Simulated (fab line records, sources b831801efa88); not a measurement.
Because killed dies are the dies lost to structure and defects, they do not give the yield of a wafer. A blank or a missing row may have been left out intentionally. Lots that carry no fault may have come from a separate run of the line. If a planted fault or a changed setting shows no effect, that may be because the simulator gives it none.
A single fault, viewed from 2 desks || flow sky130 || every desk sees just its own numbers, and what lay behind them comes last

DESK OF THE TOOL OWNER: litho_track-02
Per lot that ran on this tool, the mean of the sampled wafers carrying a number, from the tool's own readings at SKY_SONOS_TUNNEL_SOFTBAKE_03 (time 60 s). The brackets show how far a lot's mean lies from the usual mean; more than 4 standard deviations puts the lot out of limits, marked OUT.
Columns: A = resist_line_temp_C at SKY_SONOS_TUNNEL_SOFTBAKE_03, usual 23.00 C; B = run_length_s at SKY_SONOS_TUNNEL_SOFTBAKE_03, usual 89.23 s
{"lot": "L160", "first seen here": "day 14 02:20", "A": 23.11, "B": 89.18}
{"lot": "L162", "first seen here": "day 14 16:14", "A": 23.05, "B": "120.62 (+99 or more) OUT"}
{"lot": "L163", "first seen here": "day 15 01:17", "A": 22.98, "B": "120.54 (+99 or more) OUT"}
{"lot": "L165", "first seen here": "day 15 18:32", "A": 22.96, "B": "120.59 (+99 or more) OUT"}
{"lot": "L172", "first seen here": "day 18 05:36", "A": 23.05, "B": 89.15}
{"lot": "L173", "first seen here": "day 18 12:56", "A": 23.00, "B": 89.17}
Finding of this desk: L162, L163, L165 out of limits; the first was L162 at day 14 16:14, on run_length_s at SKY_SONOS_TUNNEL_SOFTBAKE_03. L160, L172, L173: within limits.

THE METROLOGY DESK
What the gauges read for every lot (on any tool): the sampled wafers with a number, averaged. The brackets show how far a lot's mean lies from the usual mean; more than 4 standard deviations puts the lot out of limits, marked OUT.
Columns: A = VT_ADJUST_PCH_OVL at SKY_VT_ADJUST_PCH_OVL_MEAS_07, usual -0.4 nm; B = VT_ADJUST_PCH_TW at SKY_VT_ADJUST_PCH_TW_MEAS_10, usual 143.1; C = cd_nm at SKY_SONOS_TUNNEL_CD_MEAS_07, usual 409.3 nm
{"lot": "L160", "first seen here": "day 13 13:12", "A": -2.8, "B": 142.6, "C": 407.6}
{"lot": "L161", "first seen here": "day 13 21:55", "A": 1.1, "B": 143.8, "C": 405.5}
{"lot": "L162", "first seen here": "day 14 02:25", "A": -0.5, "B": 142.6, "C": 409.3}
{"lot": "L163", "first seen here": "day 14 11:52", "A": 1.1, "B": 143.5, "C": 409.7}
{"lot": "L165", "first seen here": "day 15 05:02", "A": -0.8, "B": 143.7, "C": 413.7}
{"lot": "L172", "first seen here": "day 17 14:11", "A": -0.0, "B": 144.5, "C": 406.8}
{"lot": "L173", "first seen here": "day 17 21:44", "A": -0.6, "B": 144.3, "C": 412.5}
This desk found nothing out of limits on any of the 7 lots.

ALL TOGETHER
At day 14 16:14, on L162, L163, L165, the tool owner's desk was in a position to raise an alarm.
The metrology desk saw nothing out of limits.
The metrology desk holds a record of L162, L163, L165, inside its limits.
Every lot named ran SKY_SONOS_TUNNEL_SOFTBAKE_03 on litho_track-02.

WHAT THE SIMULATOR HAD INSERTED
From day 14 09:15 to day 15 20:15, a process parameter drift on litho_track-02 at SKY_SONOS_TUNNEL_SOFTBAKE_03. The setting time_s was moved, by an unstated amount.
Struck lots among those shown: L162, L163, L165.
Delay in hours, fault start to first out-of-limits reading, by desk: the tool owner's desk at 7.
